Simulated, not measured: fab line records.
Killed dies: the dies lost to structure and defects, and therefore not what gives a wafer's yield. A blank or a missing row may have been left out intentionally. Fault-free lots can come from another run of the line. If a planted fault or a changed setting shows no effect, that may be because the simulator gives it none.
What tool caused it? ; flow gf180mcu ; 45 wafers from 15 lots sampled at 5 of the route's 602 steps

## WHAT THE GAUGES SHOWED, per wafer
GF_NSD_OVL_MEAS_08.
lot;measured;on;NSD_OVL (nm)
L879;day 13 09:07;overlay-02;-0.5 -0.8 1.0
L880;day 13 15:41;overlay-01;0.4 -0.1 -0.7
L881;day 14 03:04;overlay-01;0.6 1.4 1.9
L883;day 14 19:06;overlay-01;-1.0 -0.8 -1.0
L885;day 15 20:02;overlay-02;-1.6 -1.6 -1.8
L889;day 16 22:47;overlay-02;1.5 -0.8 0.0
L890;day 17 02:13;overlay-01;-0.8 -0.7 -0.6
L891;day 17 18:04;overlay-01;0.1 -0.1 -1.5
L892;day 17 21:28;overlay-01;1.7 -0.2 1.0
L893;day 18 05:13;overlay-01;-0.9 -0.6 1.3
L895;day 18 21:58;overlay-01;-0.4 -2.2 -2.9
L896;day 19 02:40;overlay-01;0.5 -1.4 -0.6
L897;day 19 14:37;overlay-01;-3.1 -2.1 -2.4
L898;day 19 20:23;overlay-02;0.9 -0.9 0.2
L902;day 21 04:55;overlay-01;-2.4 -2.3 -1.3

GF_PSD_RS_MEAS_14: a four-point-probe measurement.
lot;measured;on;NSD_RS (ohm/sq)
L879;day 14 05:47;filmMetro-03;46.06 46.03 46.11
L880;day 14 17:55;filmMetro-02;46.21 46.22 46.16
L881;day 15 00:52;filmMetro-02;46.03 46.15 46.21
L883;day 15 17:23;filmMetro-03;46.13 46.04 46.19
L885;day 16 19:04;filmMetro-02;46.11 46.13 46.00
L889;day 17 20:44;filmMetro-03;46.11 46.08 46.11
L890;day 18 00:48;filmMetro-03;46.24 46.13 46.20
L891;day 18 18:24;filmMetro-01;46.10 45.99 46.03
L892;day 18 22:16;filmMetro-03;46.13 46.06 46.16
L893;day 19 06:09;filmMetro-01;46.21 46.06 46.24
L895;day 19 22:29;filmMetro-02;46.11 46.23 46.17
L896;day 20 03:25;filmMetro-03;- - -
L897;day 20 15:03;filmMetro-03;- - -
L898;day 20 21:37;filmMetro-01;- - -
L902;day 22 07:49;filmMetro-02;46.23 46.39 46.32

## WHICH TOOL RAN EACH LOT (tool, then ch and the chambers of the sampled wafers, then the start)
lot;GF_HV_LDD_STRIP_49;GF_HV_LDD_ETCHBACK_58;GF_PSD_RTA_13
L879;plasmaAsher-02 ch 0,1, day 12 10:28;rieDiel-03 ch 0,2,3, day 12 13:25;rtpAnneal-02 ch 0, day 14 05:42
L880;plasmaAsher-03 ch 0,1, day 12 16:41;rieDiel-03 ch 0,1, day 12 19:40;rtpAnneal-02 ch 0, day 14 17:50
L881;plasmaAsher-03 ch 1, day 13 03:38;rieDiel-04 ch 2,3, day 13 06:37;rtpAnneal-02 ch 0, day 15 00:47
L883;plasmaAsher-01 ch 0,1, day 13 18:26;rieDiel-04 ch 0,2,3, day 13 21:22;rtpAnneal-02 ch 0, day 15 17:16
L885;plasmaAsher-03 ch 0,1, day 14 17:59;rieDiel-01 ch 1,2, day 14 22:09;rtpAnneal-01 ch 0, day 16 18:59
L889;plasmaAsher-02 ch 0,1, day 15 21:29;rieDiel-01 ch 1,2, day 16 00:25;rtpAnneal-01 ch 0, day 17 20:39
L890;plasmaAsher-01 ch 0,1, day 16 01:32;rieDiel-01 ch 0,1,2, day 16 04:30;rtpAnneal-02 ch 0, day 18 00:43
L891;plasmaAsher-02 ch 0,1, day 16 17:47;rieDiel-03 ch 0,3, day 16 20:45;rtpAnneal-01 ch 0, day 18 18:19
L892;plasmaAsher-01 ch 0,1, day 16 21:02;rieDiel-01 ch 0,1,2, day 17 00:00;rtpAnneal-01 ch 0, day 18 22:11
L893;plasmaAsher-02 ch 0, day 17 02:48;rieDiel-03 ch 0,3, day 17 05:46;rtpAnneal-02 ch 0, day 19 06:04
L895;plasmaAsher-01 ch 0,1, day 17 19:00;rieDiel-04 ch 0,1,3, day 17 22:01;rtpAnneal-01 ch 0, day 19 22:24
L896;plasmaAsher-02 ch 0, day 17 23:29;rieDiel-04 ch 1,3, day 18 02:31;rtpAnneal-01, day 20 03:20
L897;plasmaAsher-03 ch 0,1, day 18 11:30;rieDiel-04 ch 0,1,2, day 18 14:28;rtpAnneal-01, day 20 14:58
L898;plasmaAsher-02 ch 0,1, day 18 15:41;rieDiel-01 ch 0,3, day 18 19:53;rtpAnneal-02, day 20 21:32
L902;plasmaAsher-03 ch 0,1, day 20 01:23;rieDiel-04 ch 1,2,3, day 20 04:19;rtpAnneal-01 ch 0, day 22 07:44
- GF_HV_LDD_STRIP_49: strips in O2/N2.
- GF_HV_LDD_ETCHBACK_58: etches Si3N4 in CH3F/O2, stops on SiO2, time 100 s, target depth 90 nm.
- GF_PSD_RTA_13: time 20 s.

## AS READ BY THE TOOLS THEMSELVES (means over the sampled wafers that have a number; for cases with no such wafer, the mark the record gives instead)
GF_HV_LDD_STRIP_49.
lot;tool;drypumpMotorCurrentA (A);heaterPowerW (W);oesProductAu (a.u.);stripTimeToEndpointS (s)
L879;plasmaAsher-02;6.5;331;0.718;12.60
L880;plasmaAsher-03;5.6;370;0.714;12.69
L881;plasmaAsher-03;5.3;370;0.711;12.57
L883;plasmaAsher-01;5.6;364;0.719;12.56
L885;plasmaAsher-03;5.7;376;0.715;12.61
L889;plasmaAsher-02;6.0;335;0.715;12.64
L890;plasmaAsher-01;5.6;362;0.716;12.65
L891;plasmaAsher-02;6.0;335;0.716;12.62
L892;plasmaAsher-01;5.6;358;0.714;12.60
L893;plasmaAsher-02;6.8;341;0.713;12.58
L895;plasmaAsher-01;5.6;362;0.715;12.60
L896;plasmaAsher-02;6.8;340;0.720;12.61
L897;plasmaAsher-03;5.6;371;0.715;12.66
L898;plasmaAsher-02;6.4;330;0.715;12.57
L902;plasmaAsher-03;5.6;363;0.715;12.62

GF_HV_LDD_ETCHBACK_58.
lot;tool;ch3fFlowSccm (sccm);drypumpMotorCurrentA (A);oesProductAu (a.u.);rfFwdPowerW (W);throttleValvePct (%)
L879;rieDiel-03;40.07;5.7;0.832;397.7;10.566
L880;rieDiel-03;39.94;5.2;0.844;397.1;10.563
L881;rieDiel-04;40.09;5.1;0.848;397.9;10.568
L883;rieDiel-04;40.05;5.4;0.846;398.7;10.558
L885;rieDiel-01;40.08;6.1;0.849;398.8;10.560
L889;rieDiel-01;40.04;6.1;0.838;398.7;10.564
L890;rieDiel-01;40.00;5.9;0.838;398.2;10.552
L891;rieDiel-03;40.05;5.7;0.841;397.5;10.560
L892;rieDiel-01;40.06;6.0;0.846;398.4;10.562
L893;rieDiel-03;40.06;5.6;0.853;398.9;10.562
L895;rieDiel-04;40.10;5.6;0.855;399.9;10.560
L896;rieDiel-04;39.98;5.3;0.849;398.6;10.558
L897;rieDiel-04;39.94;5.5;0.835;397.9;10.566
L898;rieDiel-01;40.01;6.3;0.833;396.8;10.558
L902;rieDiel-04;39.95;5.2;0.849;398.1;10.566

GF_PSD_RTA_13.
lot;tool;annealTempCMax;chamberO2Ppm;lampPowerPct (%);wafer_temp_C_max
L879;rtpAnneal-02;1031.4;2.015;27.8;1032.1
L880;rtpAnneal-02;1031.9;2.049;27.8;1032.1
L881;rtpAnneal-02;1032.5;2.005;27.8;1033.8
L883;rtpAnneal-02;1030.8;2.005;27.8;1032.1
L885;rtpAnneal-01;1031.9;2.012;32.0;1031.3
L889;rtpAnneal-01;1034.3;1.994;32.0;1030.7
L890;rtpAnneal-02;1031.6;1.997;27.7;1032.9
L891;rtpAnneal-01;1033.8;2.012;32.0;1030.7
L892;rtpAnneal-01;1031.9;2.015;32.0;1030.9
L893;rtpAnneal-02;1032.1;1.998;27.8;1033.3
L895;rtpAnneal-01;1032.1;2.001;32.0;1031.0
L896;rtpAnneal-01;-;-;-;-
L897;rtpAnneal-01;-;-;-;-
L898;rtpAnneal-02;-;-;-;-
L902;rtpAnneal-01;1034.3;1.986;32.0;1030.1

## THE ANSWER, worked out from the rows above alone
Rule: usual is defined by the lots themselves. Put in order of their means at a reading, lots are off if they are a third of the lots or fewer, leave a main group of 4 or more, and stand apart from it by a gap of 3 or more times the standard deviation of the main group's means; of several such gaps the widest counts. A main group is skipped when, at the precision printed for the reading in the tables above, its means are all equal. Also off: a lot with no number at a reading for which 4 or more lots have one. The other lots that the step has rows for count as sound. First the gauges in route order, then the tools' own readings, where a lot's mean is used as printed above. The first step at which some lot is off is used, and at that step the reading that is off furthest; a lot without a number counts as furthest.
Off: at GF_PSD_RS_MEAS_14 (NSD_RS), L896, L897, L898. Without a number there: L896, L897, L898. The main group has a mean of 46.14 ohm/sq with a standard deviation of 0.07.
If a tool, at a process step before that reading, ran all the lots that are off and no sound lot after the first of them, it fits. The gauges at GF_PSD_RS_MEAS_14 aren't tried: what is off there is off at GF_PSD_RTA_13 too, on other tools, and a gauge's error can't cause that. Of those tried, none fits.

## WHAT HAD BEEN PUT IN BY THE SIMULATOR
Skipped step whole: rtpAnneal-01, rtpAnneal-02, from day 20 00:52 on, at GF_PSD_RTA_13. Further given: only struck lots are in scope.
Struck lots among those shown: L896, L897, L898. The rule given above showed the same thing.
